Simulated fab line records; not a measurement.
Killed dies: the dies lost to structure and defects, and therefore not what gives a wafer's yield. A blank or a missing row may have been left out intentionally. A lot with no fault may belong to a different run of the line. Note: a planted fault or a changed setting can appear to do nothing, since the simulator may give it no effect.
fab line records -- flow sky130 -- part 1 of 2: steps 1 to 27 of 37
record lots=5, wafers=15, last-day=49
route steps=708 shown SD_N@342 SD_P@359 RES_XHIGH@360 SALICIDE@361 LI_CONTACT@362
lots that met no fault: from a run of the same line without faults
start-h: hours from the record's first day to the start of the lot's first wafer shown -- wait-h: time in hours since the lot's previous step -- " the same as in the row above -- L1.1+2: a single row standing in for several wafers -- - no value, or no start was given -- * or withheld: withheld -- < > ~ a bound
route shown NAME@n: NAME is a module with steps in the file, n the number in the route of the first one -- usual: mean and standard deviation over wafers with no fault -- same: alike in all rows -- chamber/n: place in a boat -- sites: the reading at each site -- _std_site: how widely they spread, as a standard deviation -- _edge_site: outer sites' mean less inner sites' -- radius-mm: for every site, how far away it sits from the centre of the wafer -- mask NAME#n: copy n -- behind: the tool/chamber that last shaped the wafer -- hold: why the lot was held/for how many hours/how that ended -- device: whichever transistor did not switch (one of n, p or np) -- end of line: tests run on the same wafers once the route is complete -- a step given without rows: its recipe and nothing more -- killed: the dies lost at the first sort to structure and to defects; this is not the yield of the wafer -- map: shows each die of a wafer: x if killed, . if not, _ if none is there
set.NAME: the setting as run; set.NAME@STEP: as run at that earlier step -- model.NAME: the simulator's own value behind a step, which no gauge read
lots seen at some steps along the route; tables by step, rows by wafer
services: when a tool's chamber went out of use (start-h, in hours from the record's first day, below 0 if earlier), for how many hours, and the reason
## steps
# step SKY_SD_N_DEHYDRATE_00
# recipe temp-c=200, time-s=60
# usual exhaust-pa=45.0/0.88, heater-power-total-W=160.38/0.12
lot.wafer,tool,chamber,start-h,wait-h,exhaust-pa,heater-power-total-W
L074.2,litho-track-04,0,632.14,14.3,45.4,160.17
L074.3,litho-track-04,0,632.14,14.3,44.4,160.35
L074.5,litho-track-04,0,632.14,14.3,44.7,160.55
L083.1,litho-track-02,0,700.07,12.9,44.5,160.52
L083.3,litho-track-02,0,700.07,12.9,44.4,160.44
L083.6,litho-track-02,0,700.07,12.9,44.0,160.43
L086.2,litho-track-02,0,722.65,13.7,44.4,160.52
L086.5,litho-track-02,0,722.65,13.7,45.2,160.41
L086.6,litho-track-02,0,722.65,13.7,43.6,160.36
L088.1,litho-track-03,0,740.19,12.7,44.0,160.45
L088.2,litho-track-03,0,740.19,12.7,43.6,160.28
L088.6,litho-track-03,0,740.19,12.7,44.8,160.52
L090.1,litho-track-03,0,763.49,12.9,45.9,160.24
L090.2,litho-track-03,0,763.49,12.9,44.2,160.30
L090.6,litho-track-03,0,763.49,12.9,45.8,160.44
# step SKY_SD_N_HMDS_01
# recipe prime-time-s=60, prime-temp-c=120
# usual exhaust-pa=44.9/0.92
lot.wafer,tool,chamber,start-h,wait-h,exhaust-pa
L074.2,litho-track-04,0,632.29,0.1,43.2
L074.3,litho-track-04,0,632.29,0.1,42.3
L074.5,litho-track-04,0,632.29,0.1,44.7
L083.1,litho-track-02,0,700.22,0.1,45.7
L083.3,litho-track-02,0,700.22,0.1,45.5
L083.6,litho-track-02,0,700.22,0.1,44.8
L086.2,litho-track-02,0,722.80,0.1,43.8
L086.5,litho-track-02,0,722.80,0.1,44.2
L086.6,litho-track-02,0,722.80,0.1,43.7
L088.1,litho-track-03,0,740.34,0.1,45.5
L088.2,litho-track-03,0,740.34,0.1,47.0
L088.6,litho-track-03,0,740.34,0.1,45.1
L090.1,litho-track-03,0,763.64,0.1,46.2
L090.2,litho-track-03,0,763.64,0.1,45.0
L090.6,litho-track-03,0,763.64,0.1,45.4
# step SKY_SD_N_COAT_02
# recipe resist=NOVOLAK, spin-rpm=3000, resist-thk-nm=1140
# usual exhaust-pa=45.2/0.82
lot.wafer,tool,chamber,start-h,wait-h,exhaust-pa
L074.2,litho-track-04,0,632.44,0.1,45.0
L074.3,litho-track-04,0,632.44,0.1,45.8
L074.5,litho-track-04,0,632.44,0.1,44.5
L083.1,litho-track-02,0,700.37,0.1,46.8
L083.3,litho-track-02,0,700.37,0.1,46.2
L083.6,litho-track-02,0,700.37,0.1,46.2
L086.2,litho-track-02,0,722.95,0.1,45.7
L086.5,litho-track-02,0,722.95,0.1,45.5
L086.6,litho-track-02,0,722.95,0.1,44.0
L088.1,litho-track-03,0,740.49,0.1,43.7
L088.2,litho-track-03,0,740.49,0.1,45.1
L088.6,litho-track-03,0,740.49,0.1,44.3
L090.1,litho-track-03,0,763.79,0.1,45.1
L090.2,litho-track-03,0,763.79,0.1,45.4
L090.6,litho-track-03,0,763.79,0.1,44.9
# step SKY_SD_N_SOFTBAKE_03
# recipe temp-c=90, time-s=60, resist=NOVOLAK
# usual exhaust-pa=44.9/0.93, heater-power-total-W=56.60/0.043
lot.wafer,tool,chamber,start-h,wait-h,exhaust-pa,heater-power-total-W
L074.2,litho-track-04,0,632.59,0.1,45.1,56.64
L074.3,litho-track-04,0,632.59,0.1,44.5,56.60
L074.5,litho-track-04,0,632.59,0.1,44.0,56.51
L083.1,litho-track-02,0,700.52,0.1,45.3,56.57
L083.3,litho-track-02,0,700.52,0.1,44.3,56.61
L083.6,litho-track-02,0,700.52,0.1,45.9,56.67
L086.2,litho-track-02,0,723.10,0.1,44.0,56.61
L086.5,litho-track-02,0,723.10,0.1,44.5,56.57
L086.6,litho-track-02,0,723.10,0.1,43.3,56.66
L088.1,litho-track-03,0,740.64,0.1,46.6,56.56
L088.2,litho-track-03,0,740.64,0.1,45.9,56.63
L088.6,litho-track-03,0,740.64,0.1,45.7,56.57
L090.1,litho-track-03,0,763.94,0.1,44.7,56.54
L090.2,litho-track-03,0,763.94,0.1,45.8,56.53
L090.6,litho-track-03,0,763.94,0.1,45.8,56.58
# step SKY_SD_N_EXPOSE_04
# recipe mask-id=NSDM, na=0.6, source-shape=conventional, sigma-outer=0.6, polarization=unpolarized, target-cd-nm=380, dose-mj=141
lot.wafer,tool,chamber,start-h,wait-h,mask
L074.2+3+5,iline-stepper-01,0,-,-,NSDM#0
L083.1+3+6,iline-stepper-01,0,-,-,NSDM#0
L086.2+5+6,iline-stepper-01,0,-,-,NSDM#0
L088.1+2+6,iline-stepper-02,0,-,-,NSDM#0
L090.1+2+6,iline-stepper-02,0,-,-,NSDM#0
# step SKY_SD_N_PEB_05
# recipe temp-c=withheld, time-s=*, resist=NOVOLAK
# usual exhaust-pa=44.9/0.95
lot.wafer,tool,chamber,start-h,wait-h,exhaust-pa
L074.2,litho-track-04,0,-,-,44.3
L074.3,litho-track-04,0,-,-,43.8
L074.5,litho-track-04,0,-,-,42.9
L083.1,litho-track-04,0,-,-,44.1
L083.3,litho-track-04,0,-,-,44.9
L083.6,litho-track-04,0,-,-,45.7
L086.2,litho-track-04,0,-,-,43.1
L086.5,litho-track-04,0,-,-,44.2
L086.6,litho-track-04,0,-,-,44.6
L088.1,litho-track-02,0,-,-,44.7
L088.2,litho-track-02,0,-,-,44.4
L088.6,litho-track-02,0,-,-,44.5
L090.1,litho-track-02,0,-,-,46.3
L090.2,litho-track-02,0,-,-,45.8
L090.6,litho-track-02,0,-,-,44.8
# step SKY_SD_N_DEVELOP_06
# recipe resist=NOVOLAK, developer=TMAH, develop-time-s=60, dev-temp-c=23
# usual exhaust-pa=44.7/0.84
lot.wafer,tool,chamber,start-h,wait-h,exhaust-pa
L074.2,litho-track-04,0,646.19,0.1,43.5
L074.3,litho-track-04,0,646.19,0.1,44.2
L074.5,litho-track-04,0,646.19,0.1,44.6
L083.1,litho-track-04,0,714.17,0.1,45.4
L083.3,litho-track-04,0,714.17,0.1,44.5
L083.6,litho-track-04,0,714.17,0.1,44.9
L086.2,litho-track-04,0,736.04,0.1,45.1
L086.5,litho-track-04,0,736.04,0.1,45.8
L086.6,litho-track-04,0,736.04,0.1,44.6
L088.1,litho-track-02,0,754.07,0.1,44.5
L088.2,litho-track-02,0,754.07,0.1,44.5
L088.6,litho-track-02,0,754.07,0.1,44.4
L090.1,litho-track-02,0,777.12,0.1,42.3
L090.2,litho-track-02,0,777.12,0.1,45.0
L090.6,litho-track-02,0,777.12,0.1,44.3
# step SKY_SD_N_CD_MEAS_07
# recipe target-cd-nm=380
# usual cd-nm=380.5/2.9
lot.wafer,tool,chamber,start-h,wait-h,cd-nm
L074.2,cd-sem-01,-,646.34,0.1,379.3
L074.3,cd-sem-01,-,646.34,0.1,380.4
L074.5,cd-sem-01,-,646.34,0.1,379.4
L083.1,cd-sem-01,-,714.32,0.1,382.9
L083.3,cd-sem-01,-,714.32,0.1,381.6
L083.6,cd-sem-01,-,714.32,0.1,379.5
L086.2,cd-sem-01,-,736.19,0.1,379.6
L086.5,cd-sem-01,-,736.19,0.1,382.1
L086.6,cd-sem-01,-,736.19,0.1,382.5
L088.1,cd-sem-01,-,754.22,0.1,381.5
L088.2,cd-sem-01,-,754.22,0.1,381.7
L088.6,cd-sem-01,-,754.22,0.1,380.1
L090.1,cd-sem-01,-,777.27,0.1,377.8
L090.2,cd-sem-01,-,777.27,0.1,378.1
L090.6,cd-sem-01,-,777.27,0.1,380.2
# step SKY_SD_N_OVL_MEAS_08
# usual SD_N_OVL=-0.6/1.4
lot.wafer,tool,chamber,start-h,wait-h,SD_N_OVL[nm]
L074.2,overlay-02,-,646.44,0.1,-1.2
L074.3,overlay-02,-,646.44,0.1,1.5
L074.5,overlay-02,-,646.44,0.1,0.3
L083.1,overlay-01,-,714.44,0.1,-0.2
L083.3,overlay-01,-,714.44,0.1,0.1
L083.6,overlay-01,-,714.44,0.1,1.3
L086.2,overlay-02,-,736.30,0.1,0.6
L086.5,overlay-02,-,736.30,0.1,-0.8
L086.6,overlay-02,-,736.30,0.1,1.9
L088.1,overlay-01,-,754.34,0.1,-0.2
L088.2,overlay-01,-,754.34,0.1,-1.2
L088.6,overlay-01,-,754.34,0.1,0.8
L090.1,overlay-02,-,777.39,0.1,-1.4
L090.2,overlay-02,-,777.39,0.1,-3.6
L090.6,overlay-02,-,777.39,0.1,-1.1
# step SKY_SD_N_IMPLANT_09
# recipe species=As, energy-kev=50, dose-cm2=4e+15, tilt-deg=0
lot.wafer,tool,chamber,start-h,wait-h
L074.2+3+5,implanter-01,0,646.50,0.0
L083.1+3+6,implanter-01,0,714.48,0.0
L086.2+5+6,implanter-03,0,736.35,0.0
L088.1+2+6,implanter-04,0,754.38,0.0
L090.1+2+6,implanter-04,0,777.43,0.0
# step SKY_SD_N_IMPLANT_10
# recipe species=P, energy-kev=20, dose-cm2=1e+14, tilt-deg=0
lot.wafer,tool,chamber,start-h,wait-h
L074.2+3+5,implanter-01,0,646.65,0.1
L083.1+3+6,implanter-01,0,714.63,0.1
L086.2+5+6,implanter-03,0,736.50,0.1
L088.1+2+6,implanter-04,0,754.53,0.1
L090.1+2+6,implanter-04,0,777.58,0.1
# step SKY_SD_N_STRIP_11
# recipe chemistry=O2/N2, power-w=1400, pressure-mtorr=1500, platen-temp-c=withheld, o2-flow-sccm=3000, n2-flow-sccm=300, overash-fraction=0.5
# usual drypump-motor-current-A=5.55/0.19, o2-flow-sccm=3001/8.1, oes-product-au=0.527/0.0045, strip-time-to-endpoint-s=22.56/0.045
# same overash-fraction=0.5
lot.wafer,tool,chamber,start-h,wait-h,drypump-motor-current-A,o2-flow-sccm,oes-product-au,rf-hours-counter-h,strip-time-to-endpoint-s
L074.2,plasma-asher-01,0,646.77,0.1,5.45,2997,0.528,98,22.55
L074.3,plasma-asher-01,1,646.77,0.1,5.96,2989,0.531,-,22.55
L074.5,plasma-asher-01,0,646.77,0.1,5.47,2999,0.520,-,22.60
L083.1,plasma-asher-01,0,714.78,0.1,5.47,3000,0.527,105,22.57
L083.3,plasma-asher-01,0,714.78,0.1,5.45,3004,0.527,-,22.55
L083.6,plasma-asher-01,0,714.78,0.1,5.45,2996,0.527,-,22.55
L086.2,plasma-asher-02,0,736.63,0.1,5.35,2997,0.529,93,22.53
L086.5,plasma-asher-02,1,736.63,0.1,5.59,2995,0.524,-,22.53
L086.6,plasma-asher-02,0,736.63,0.1,5.38,3008,0.525,-,22.50
L088.1,plasma-asher-01,1,754.68,0.1,5.95,3011,0.534,1,22.56
L088.2,plasma-asher-01,0,754.68,0.1,5.45,3001,0.531,1,22.53
L088.6,plasma-asher-01,0,754.68,0.1,5.45,2996,0.519,-,22.49
L090.1,plasma-asher-04,1,777.73,0.1,5.43,2998,0.529,66,22.65
L090.2,plasma-asher-04,0,777.73,0.1,5.66,2996,0.528,66,22.59
L090.6,plasma-asher-04,1,777.73,0.1,5.41,2988,0.529,-,22.63
# step SKY_SD_N_TW_MEAS_12
# usual SD_N_TW=3958/28
lot.wafer,tool,chamber,start-h,wait-h,SD_N_TW
L074.2,film-metro-03,-,646.88,0.1,3946
L074.3,film-metro-03,-,646.88,0.1,3944
L074.5,film-metro-03,-,646.88,0.1,3942
L083.1,film-metro-02,-,714.88,0.1,3948
L083.3,film-metro-02,-,714.88,0.1,3924
L083.6,film-metro-02,-,714.88,0.1,3930
L086.2,film-metro-02,-,736.74,0.1,3962
L086.5,film-metro-02,-,736.74,0.1,3996
L086.6,film-metro-02,-,736.74,0.1,3988
L088.1,film-metro-03,-,754.78,0.1,3950
L088.2,film-metro-03,-,754.78,0.1,3968
L088.6,film-metro-03,-,754.78,0.1,3960
L090.1,film-metro-04,-,777.83,0.1,3990
L090.2,film-metro-04,-,777.83,0.1,4003
L090.6,film-metro-04,-,777.83,0.1,4025
# step SKY_SD_N_CLEAN_13
# recipe chemistry=SC1/SC2, mix=1:4:20, temp-c=70, time-s=150, dry=n2-spin
lot.wafer,tool,chamber,start-h,wait-h
L074.2+3+5,wet-bench-03,2,646.93,0.0
L083.1+3+6,wet-bench-02,0,714.94,0.1
L086.2+5+6,wet-bench-04,3,736.79,0.0
L088.1+2+6,wet-bench-03,1,754.84,0.1
L090.1+2+6,wet-bench-04,1,777.89,0.1
# step SKY_SD_N_RTA_14
# recipe temp-c=1075, time-s=2, idle-temp-c=650, ramp-up-c-per-s=150, ramp-down-c-per-s=90, ambient=N2
# usual lamp-power-pct=15.74/0.052, wafer_temp_C_max=1078.0/1.4
lot.wafer,tool,chamber,start-h,wait-h,lamp-power-pct,wafer_temp_C_max
L074.2,rtp-anneal-01,0,646.99,0.0,15.68,1077.2
L074.3,rtp-anneal-01,0,646.99,0.0,15.78,1083.7
L074.5,rtp-anneal-01,0,646.99,0.0,15.70,1080.4
L083.1,rtp-anneal-02,0,714.99,0.0,15.83,1076.4
L083.3,rtp-anneal-02,0,714.99,0.0,15.71,1081.9
L083.6,rtp-anneal-02,0,714.99,0.0,15.78,1078.7
L086.2,rtp-anneal-01,0,736.85,0.0,15.73,1077.5
L086.5,rtp-anneal-01,0,736.85,0.0,15.80,1079.0
L086.6,rtp-anneal-01,0,736.85,0.0,15.70,1078.0
L088.1,rtp-anneal-01,0,754.89,0.0,15.75,1077.7
L088.2,rtp-anneal-01,0,754.89,0.0,15.73,1078.1
L088.6,rtp-anneal-01,0,754.89,0.0,15.67,1077.3
L090.1,rtp-anneal-01,0,777.94,0.0,15.72,1077.9
L090.2,rtp-anneal-01,0,777.94,0.0,15.60,1078.5
L090.6,rtp-anneal-01,0,777.94,0.0,15.68,1077.3
# step SKY_SD_N_RS_MEAS_16
# recipe thk-meas-gauge=four-point-probe
# usual SD_N_RS=68.55/0.15
lot.wafer,tool,chamber,start-h,wait-h,SD_N_RS[ohm/sq]
L074.2,film-metro-04,-,647.18,0.1,68.78
L074.3,film-metro-04,-,647.18,0.1,68.70
L074.5,film-metro-04,-,647.18,0.1,68.83
L083.1,film-metro-03,-,715.16,0.1,68.58
L083.3,film-metro-03,-,715.16,0.1,68.28
L083.6,film-metro-03,-,715.16,0.1,68.59
L086.2,film-metro-04,-,737.03,0.1,68.47
L086.5,film-metro-04,-,737.03,0.1,68.57
L086.6,film-metro-04,-,737.03,0.1,68.51
L088.1,film-metro-04,-,755.06,0.1,68.63
L088.2,film-metro-04,-,755.06,0.1,68.86
L088.6,film-metro-04,-,755.06,0.1,68.68
L090.1,film-metro-03,-,778.11,0.1,68.51
L090.2,film-metro-03,-,778.11,0.1,68.47
L090.6,film-metro-03,-,778.11,0.1,68.41
# step SKY_SD_N_RS_MEAS_17
# recipe thk-meas-gauge=four-point-probe
# usual SD_P_RS=147.0/0.46
lot.wafer,tool,chamber,start-h,wait-h,SD_P_RS[ohm/sq]
L074.2,film-metro-04,-,647.30,0.1,147.3
L074.3,film-metro-04,-,647.30,0.1,147.5
L074.5,film-metro-04,-,647.30,0.1,147.7
L083.1,film-metro-03,-,715.28,0.1,147.2
L083.3,film-metro-03,-,715.28,0.1,146.9
L083.6,film-metro-03,-,715.28,0.1,147.4
L086.2,film-metro-04,-,737.15,0.1,146.4
L086.5,film-metro-04,-,737.15,0.1,146.7
L086.6,film-metro-04,-,737.15,0.1,146.8
L088.1,film-metro-04,-,755.18,0.1,146.7
L088.2,film-metro-04,-,755.18,0.1,147.5
L088.6,film-metro-04,-,755.18,0.1,147.4
L090.1,film-metro-03,-,778.23,0.1,146.8
L090.2,film-metro-03,-,778.23,0.1,146.9
L090.6,film-metro-03,-,778.23,0.1,147.1
# step SKY_SD_N_RS_MEAS_18
# recipe thk-meas-gauge=four-point-probe
# usual RES_XHIGH_RS=332.9/1.3
lot.wafer,tool,chamber,start-h,wait-h,RES_XHIGH_RS[ohm/sq]
L074.2,film-metro-04,-,647.42,0.1,332.9
L074.3,film-metro-04,-,647.42,0.1,332.7
L074.5,film-metro-04,-,647.42,0.1,331.8
L083.1,film-metro-03,-,715.40,0.1,332.7
L083.3,film-metro-03,-,715.40,0.1,331.7
L083.6,film-metro-03,-,715.40,0.1,333.3
L086.2,film-metro-04,-,737.27,0.1,334.8
L086.5,film-metro-04,-,737.27,0.1,334.8
L086.6,film-metro-04,-,737.27,0.1,333.8
L088.1,film-metro-04,-,755.30,0.1,333.1
L088.2,film-metro-04,-,755.30,0.1,332.8
L088.6,film-metro-04,-,755.30,0.1,332.9
L090.1,film-metro-03,-,778.35,0.1,332.7
L090.2,film-metro-03,-,778.35,0.1,332.7
L090.6,film-metro-03,-,778.35,0.1,334.0
# step SKY_SALICIDE_CLEAN_00
# recipe chemistry=HF-last, time-s=30, dilution=100:1, dry=ipa-marangoni
lot.wafer,tool,chamber,start-h,wait-h
L074.2+3+5,wet-bench-01,3,647.52,0.1
L083.1+3+6,wet-bench-04,3,715.52,0.1
L086.2+5+6,wet-bench-01,2,737.37,0.1
L088.1+2+6,wet-bench-01,2,755.42,0.1
L090.1+2+6,wet-bench-04,2,778.47,0.1
# step SKY_LI_CONTACT_HDPCVD_00
# recipe material=PSG, target-thk-nm=930, sigma-open-frac=0.3, time-s=155, temp-c=600, sih4-flow-sccm=60, pressure-mtorr=6
lot.wafer,tool,chamber,start-h,wait-h
L074.2+3+5,hdpcvd-01,"1,2,2",647.54,0.0
L083.1+3+6,hdpcvd-01,"1,0,1",715.54,0.0
L086.2+5+6,hdpcvd-01,"2,2,1",737.39,0.0
L088.1+2+6,hdpcvd-02,"2,1,1",755.44,0.0
L090.1+2+6,hdpcvd-01,"0,2,1",778.49,0.0
# step SKY_LI_CONTACT_THK_MEAS_01
# recipe reads=PSG_of_LI_CONTACT_HDPCVD_00
# usual LI_CONTACT_HDPCVD_THK=934/10
lot.wafer,tool,chamber,start-h,wait-h,LI_CONTACT_HDPCVD_THK[nm]
L074.2,film-metro-03,-,647.65,0.1,932
L074.3,film-metro-03,-,647.65,0.1,928
L074.5,film-metro-03,-,647.65,0.1,930
L083.1,film-metro-02,-,715.64,0.1,943
L083.3,film-metro-02,-,715.64,0.1,934
L083.6,film-metro-02,-,715.64,0.1,941
L086.2,film-metro-03,-,737.50,0.1,932
L086.5,film-metro-03,-,737.50,0.1,934
L086.6,film-metro-03,-,737.50,0.1,944
L088.1,film-metro-02,-,755.54,0.1,915
L088.2,film-metro-02,-,755.54,0.1,926
L088.6,film-metro-02,-,755.54,0.1,933
L090.1,film-metro-04,-,778.59,0.1,924
L090.2,film-metro-04,-,778.59,0.1,920
L090.6,film-metro-04,-,778.59,0.1,940
# step SKY_LI_CONTACT_CMP_02
# recipe material=PSG, down-force-psi=4, platen-rpm=60, pad-velocity-m-s=0.94248
# usual motor-current-A=12.5/1.5, slurry-flow-ml-min=150.0/0.48, time-to-endpoint-s=34/3
lot.wafer,tool,chamber,start-h,wait-h,motor-current-A,slurry-flow-ml-min,time-to-endpoint-s
L074.2,cmp-01,0,647.70,0.0,11.6,149.8,35
L074.3,cmp-01,2,647.70,0.0,10.7,150.4,32
L074.5,cmp-01,0,647.70,0.0,12.3,150.5,32
L083.1,cmp-01,0,715.75,0.1,11.6,150.0,36
L083.3,cmp-01,2,715.75,0.1,10.8,149.5,30
L083.6,cmp-01,3,715.75,0.1,10.6,150.1,36
L086.2,cmp-02,3,737.65,0.1,15.1,150.1,35
L086.5,cmp-02,1,737.65,0.1,12.6,149.7,35
L086.6,cmp-02,2,737.65,0.1,12.8,150.1,34
L088.1,cmp-01,3,755.65,0.1,10.5,150.6,34
L088.2,cmp-01,0,755.65,0.1,11.9,149.5,36
L088.6,cmp-01,2,755.65,0.1,10.9,150.5,35
L090.2,cmp-02,0,778.65,0.0,13.6,150.3,33
L090.1,cmp-02,1,778.65,0.0,12.4,150.2,35
L090.6,cmp-02,0,778.65,0.0,14.3,150.1,33
# step SKY_LI_CONTACT_BOW_MEAS_03
# recipe mode=bow
# usual LI_CONTACT_BOW=56/7.2
lot.wafer,tool,chamber,start-h,wait-h,LI_CONTACT_BOW[um]
L074.2,film-metro-04,-,648.02,0.3,64
L074.3,film-metro-04,-,648.02,0.3,72
L074.5,film-metro-04,-,648.02,0.3,48
L083.1,film-metro-04,-,716.00,0.2,53
L083.3,film-metro-04,-,716.00,0.2,69
L083.6,film-metro-04,-,716.00,0.2,47
L086.2,film-metro-02,-,737.87,0.2,61
L086.5,film-metro-02,-,737.87,0.2,65
L086.6,film-metro-02,-,737.87,0.2,66
L088.1,film-metro-04,-,755.90,0.2,62
L088.2,film-metro-04,-,755.90,0.2,55
L088.6,film-metro-04,-,755.90,0.2,61
L090.1,film-metro-03,-,778.95,0.2,53
L090.2,film-metro-03,-,778.95,0.2,55
L090.6,film-metro-03,-,778.95,0.2,49
# step SKY_LI_CONTACT_DEHYDRATE_04
# recipe temp-c=200, time-s=60
# usual exhaust-pa=44.9/0.98, heater-power-total-W=160.38/0.13
lot.wafer,tool,chamber,start-h,wait-h,exhaust-pa,heater-power-total-W
L074.2,litho-track-01,0,661.86,13.8,47.1,160.31
L074.3,litho-track-01,0,661.86,13.8,46.5,160.35
L074.5,litho-track-01,0,661.86,13.8,45.7,160.61
L083.1,litho-track-04,0,729.37,13.3,45.0,160.32
L083.3,litho-track-04,0,729.37,13.3,44.8,160.29
L083.6,litho-track-04,0,729.37,13.3,42.9,160.15
L086.2,litho-track-03,0,751.27,13.4,46.2,160.40
L086.5,litho-track-03,0,751.27,13.4,46.5,160.25
L086.6,litho-track-03,0,751.27,13.4,47.1,160.32
L088.1,litho-track-01,0,768.44,12.5,45.1,160.27
L088.2,litho-track-01,0,768.44,12.5,45.9,160.26
L088.6,litho-track-01,0,768.44,12.5,44.6,160.48
L090.1,litho-track-01,0,791.09,12.1,45.3,160.37
L090.2,litho-track-01,0,791.09,12.1,45.6,160.24
L090.6,litho-track-01,0,791.09,12.1,45.8,160.33
# step SKY_LI_CONTACT_HMDS_05
# recipe prime-time-s=60, prime-temp-c=120
# usual exhaust-pa=44.9/0.98
lot.wafer,tool,chamber,start-h,wait-h,exhaust-pa
L074.2,litho-track-01,0,662.01,0.1,43.7
L074.3,litho-track-01,0,662.01,0.1,44.0
L074.5,litho-track-01,0,662.01,0.1,45.4
L083.1,litho-track-04,0,729.52,0.1,45.7
L083.3,litho-track-04,0,729.52,0.1,45.2
L083.6,litho-track-04,0,729.52,0.1,45.2
L086.2,litho-track-03,0,751.42,0.1,45.2
L086.5,litho-track-03,0,751.42,0.1,46.2
L086.6,litho-track-03,0,751.42,0.1,46.4
L088.1,litho-track-01,0,768.59,0.1,45.4
L088.2,litho-track-01,0,768.59,0.1,46.0
L088.6,litho-track-01,0,768.59,0.1,46.2
L090.1,litho-track-01,0,791.24,0.1,42.7
L090.2,litho-track-01,0,791.24,0.1,43.6
L090.6,litho-track-01,0,791.24,0.1,43.2
# step SKY_LI_CONTACT_COAT_06
# recipe resist=BARC, temp-c=withheld, time-s=withheld, spin-rpm=3000, resist-thk-nm=60
# usual exhaust-pa=45.0/1
lot.wafer,tool,chamber,start-h,wait-h,exhaust-pa
L074.2,litho-track-01,0,662.16,0.1,45.0
L074.3,litho-track-01,0,662.16,0.1,45.5
L074.5,litho-track-01,0,662.16,0.1,46.2
L083.1,litho-track-04,0,729.67,0.1,45.3
L083.3,litho-track-04,0,729.67,0.1,44.4
L083.6,litho-track-04,0,729.67,0.1,45.1
L086.2,litho-track-03,0,751.57,0.1,44.7
L086.5,litho-track-03,0,751.57,0.1,45.3
L086.6,litho-track-03,0,751.57,0.1,46.0
L088.1,litho-track-01,0,768.74,0.1,45.6
L088.2,litho-track-01,0,768.74,0.1,44.2
L088.6,litho-track-01,0,768.74,0.1,44.8
L090.1,litho-track-01,0,791.39,0.1,43.4
L090.2,litho-track-01,0,791.39,0.1,45.5
L090.6,litho-track-01,0,791.39,0.1,45.1
# step SKY_LI_CONTACT_COAT_07
# recipe resist=KrF-thick, spin-rpm=3000, resist-thk-nm=450
# usual exhaust-pa=45.1/0.97
lot.wafer,tool,chamber,start-h,wait-h,exhaust-pa
L074.2,litho-track-01,0,-,-,42.6
L074.3,litho-track-01,0,-,-,43.8
L074.5,litho-track-01,0,-,-,43.3
L083.1,litho-track-04,0,-,-,45.1
L083.3,litho-track-04,0,-,-,44.8
L083.6,litho-track-04,0,-,-,45.6
L086.2,litho-track-03,0,-,-,44.8
L086.5,litho-track-03,0,-,-,43.9
L086.6,litho-track-03,0,-,-,43.2
L088.1,litho-track-01,0,-,-,43.6
L088.2,litho-track-01,0,-,-,44.7
L088.6,litho-track-01,0,-,-,44.7
L090.1,litho-track-01,0,-,-,44.7
L090.2,litho-track-01,0,-,-,45.1
L090.6,litho-track-01,0,-,-,44.8
